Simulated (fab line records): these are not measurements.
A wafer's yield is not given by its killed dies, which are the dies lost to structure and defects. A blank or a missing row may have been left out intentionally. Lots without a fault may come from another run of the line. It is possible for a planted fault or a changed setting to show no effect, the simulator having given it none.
Matching of chambers ; flow sfq line ; SFQ_TRILAYER_I7_CMP_CMP_184 on cmp-02 has 4 sister chambers
The step polishes SiO2. 4 wafers are shown with their chamber, then 8 later ones without.

WAFERS PAIRED WITH THEIR CHAMBERS
wafer;chamber;motor current A (A)
L814.1;1;12.7
L814.4;0;10.5
L814.5;3;12.7
L816.4;2;9.3

WAFERS WITHOUT THEIR CHAMBER
wafer;motor current A (A)
L816.2;10.6
L816.6;12.4
L818.3;10.2
L818.5;10.3
L818.6;13.5
L824.2;12.2
L824.4;9.0
L824.6;10.4

WHICH CHAMBER EACH WENT THROUGH
wafer;from the rows above;in truth
L816.2;0;0
L816.6;can't be placed: 1 or 3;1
L818.3;can't be placed: 0 or 2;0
L818.5;0;0
L818.6;can't be placed: 1 or 3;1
L824.2;can't be placed: 1 or 3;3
L824.4;2;2
L824.6;0;0
Correct placement for 4 of the 8. Can't be placed from these rows: 4 (the true chamber is among the candidates in 4). Number placed wrongly: 0.
How it was worked out, from the rows above alone: a wafer's distance from a chamber is the root of the sum, over the readings, of the square of ((its reading less the chamber's mean) divided by the reading's scatter). The wafer belongs to the nearest chamber; if the next one is less than 2 further off, it can't be placed. A chamber's mean is the mean of its shown wafers. The scatter: with one shown wafer a chamber, the root of the mean of the squares of how far each hidden wafer lies from its nearest shown one.
